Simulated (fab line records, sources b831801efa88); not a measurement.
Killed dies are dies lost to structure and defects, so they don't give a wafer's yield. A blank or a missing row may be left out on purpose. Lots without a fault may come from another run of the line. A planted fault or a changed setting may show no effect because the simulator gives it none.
Which tool did it? | flow sky130 | 14 lots, 42 wafers sampled, at 4 steps of a route of 708

WHAT THE GAUGES READ, wafer by wafer
SKY_METAL1_OVL_MEAS_16.
lot  | measured     | on         | METAL1_OVL (nm)
L329 | day 32 08:44 | overlay-02 | -3 1 -2
L330 | day 32 13:50 | overlay-02 | -7 -5 -4
L331 | day 33 02:50 | overlay-02 | -4 -2 0
L332 | day 33 09:49 | overlay-02 | -6 -3 5
L333 | day 34 12:59 | overlay-02 | 4 6 4
L334 | day 34 20:52 | overlay-02 | 0 5 0
L335 | day 35 02:08 | overlay-02 | -7 -5 -3
L336 | day 35 02:34 | overlay-02 | 1 2 0
L337 | day 35 07:08 | overlay-02 | -4 3 -1
L338 | day 35 17:19 | overlay-02 | 3 -3 1
L339 | day 36 00:15 | overlay-02 | -7 -8 -9
L343 | day 37 00:52 | overlay-01 | -4 -3 2
L347 | day 38 01:39 | overlay-02 | -2 0 -12
L352 | day 39 21:25 | overlay-01 | -11 5 1

WHICH TOOL RAN EACH LOT (tool, then ch and the chambers of the sampled wafers, then the start)
lot  | SKY_LDD_N_IMPLANT_10            | SKY_LOCAL_INTERCONNECT_SPUTTER_00 | SKY_METAL1_SPUTTER_03
L329 | implanter-02 ch 0, day 17 05:57 | pvd_sputter-03, day 28 18:36      | pvd_sputter-02, day 31 04:43
L330 | implanter-01 ch 0, day 17 16:08 | pvd_sputter-02, day 29 02:10      | pvd_sputter-02, day 31 11:02
L331 | implanter-03 ch 0, day 18 04:41 | pvd_sputter-02, day 29 13:29      | pvd_sputter-04, day 31 23:08
L332 | implanter-02 ch 0, day 18 13:34 | pvd_sputter-01, day 29 21:40      | pvd_sputter-03, day 32 06:02
L333 | implanter-03 ch 0, day 19 20:08 | pvd_sputter-02, day 31 01:07      | pvd_sputter-03, day 33 09:45
L334 | implanter-02 ch 0, day 20 03:25 | pvd_sputter-03, day 31 08:22      | pvd_sputter-02, day 33 18:23
L335 | implanter-03 ch 0, day 20 04:41 | pvd_sputter-03, day 31 09:44      | pvd_sputter-04, day 33 19:41
L336 | implanter-01 ch 0, day 20 10:05 | pvd_sputter-02, day 31 14:01      | pvd_sputter-04, day 33 22:55
L337 | implanter-01 ch 0, day 20 14:53 | pvd_sputter-01, day 31 19:26      | pvd_sputter-02, day 34 04:37
L338 | implanter-01 ch 0, day 21 06:51 | pvd_sputter-02, day 32 05:54      | pvd_sputter-02, day 34 15:20
L339 | implanter-01 ch 0, day 21 12:39 | pvd_sputter-03, day 32 13:28      | pvd_sputter-02, day 34 22:10
L343 | implanter-01 ch 0, day 22 16:27 | pvd_sputter-03, day 33 15:17      | pvd_sputter-03, day 35 23:41
L347 | implanter-01 ch 0, day 24 00:30 | pvd_sputter-03, day 34 18:38      | pvd_sputter-04, day 37 00:09
L352 | implanter-02 ch 0, day 26 02:16 | pvd_sputter-02, day 36 14:07      | pvd_sputter-02, day 38 20:12
- SKY_LDD_N_IMPLANT_10
- SKY_LOCAL_INTERCONNECT_SPUTTER_00: material TiN, target thk 100 nm, time 83.3 s.
- SKY_METAL1_SPUTTER_03: material Ti, target thk 5 nm, time 3.3 s.

WHAT THE TOOLS THEMSELVES READ (means of the sampled wafers that have a number; where no wafer has one, the mark that the record gives instead)
SKY_LDD_N_IMPLANT_10.
lot  | tool         | beam_energy_keV
L329 | implanter-02 | 19.996
L330 | implanter-01 | 19.998
L331 | implanter-03 | 19.999
L332 | implanter-02 | 20.000
L333 | implanter-03 | 19.990
L334 | implanter-02 | 19.999
L335 | implanter-03 | 20.003
L336 | implanter-01 | 19.994
L337 | implanter-01 | 20.010
L338 | implanter-01 | 20.000
L339 | implanter-01 | 20.005
L343 | implanter-01 | 20.474
L347 | implanter-01 | 20.485
L352 | implanter-02 | 20.001

SKY_LOCAL_INTERCONNECT_SPUTTER_00.
lot  | tool           | throttle_valve_pct (%)
L329 | pvd_sputter-03 | 29.4
L330 | pvd_sputter-02 | 30.1
L331 | pvd_sputter-02 | 30.0
L332 | pvd_sputter-01 | 28.7
L333 | pvd_sputter-02 | 28.8
L334 | pvd_sputter-03 | 29.3
L335 | pvd_sputter-03 | 29.7
L336 | pvd_sputter-02 | 29.1
L337 | pvd_sputter-01 | 28.9
L338 | pvd_sputter-02 | 30.8
L339 | pvd_sputter-03 | 29.8
L343 | pvd_sputter-03 | 29.6
L347 | pvd_sputter-03 | 29.3
L352 | pvd_sputter-02 | 30.7

SKY_METAL1_SPUTTER_03.
lot  | tool           | throttle_valve_pct (%)
L329 | pvd_sputter-02 | 29.5
L330 | pvd_sputter-02 | 30.3
L331 | pvd_sputter-04 | 30.9
L332 | pvd_sputter-03 | 29.4
L333 | pvd_sputter-03 | 29.4
L334 | pvd_sputter-02 | 30.8
L335 | pvd_sputter-04 | 30.8
L336 | pvd_sputter-04 | 30.1
L337 | pvd_sputter-02 | 29.8
L338 | pvd_sputter-02 | 30.2
L339 | pvd_sputter-02 | 29.5
L343 | pvd_sputter-03 | 29.4
L347 | pvd_sputter-04 | 30.5
L352 | pvd_sputter-02 | 29.4

THE ANSWER, worked out from the rows above alone
Rule: what is usual is taken from the lots themselves. Put in order of their means at a reading, lots are off if they are a third of the lots or fewer, leave a main group of 4 or more, and stand apart from it by a gap of 3 or more times the standard deviation of the main group's means; of several such gaps the widest counts. A main group whose means are all the same, to the digits that the tables above print for the reading, isn't used. A lot without any number at a reading at which 4 lots or more have one is off too. The other lots that the step has rows for count as sound. The gauges are gone through in route order, then the tools' own readings, and for those a lot's mean is taken as printed above. The first step at which some lot is off is used, and at that step the reading that is off furthest; a lot without a number counts as furthest.
Off: L343, L347, at SKY_LDD_N_IMPLANT_10 (beam_energy_keV). The main group: mean 20.000, standard deviation 0.0049.
A tool fits if, at that step or a process step before it, it ran every lot that is off, and no sound lot after the first of them. One fits: implanter-01 at SKY_LDD_N_IMPLANT_10. Its last sound lot is L339 (day 21 12:39), its first lot that is off L343 (day 22 16:27): a fault that began between those two fits.
The tool's own readings at SKY_LDD_N_IMPLANT_10 bear it out: on the lots that are off they differ by more than 5 times the standard deviation of the sound lots' means. beam_energy_keV reads 20.480 there against 20.000 on the sound lots.

WHAT THE SIMULATOR HAD PUT IN
Process parameter drift: implanter-01, from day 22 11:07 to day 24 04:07, at SKY_LDD_N_IMPLANT_10. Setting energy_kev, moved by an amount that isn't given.
Lots struck among those shown: L343, L347. The rule above found the same.
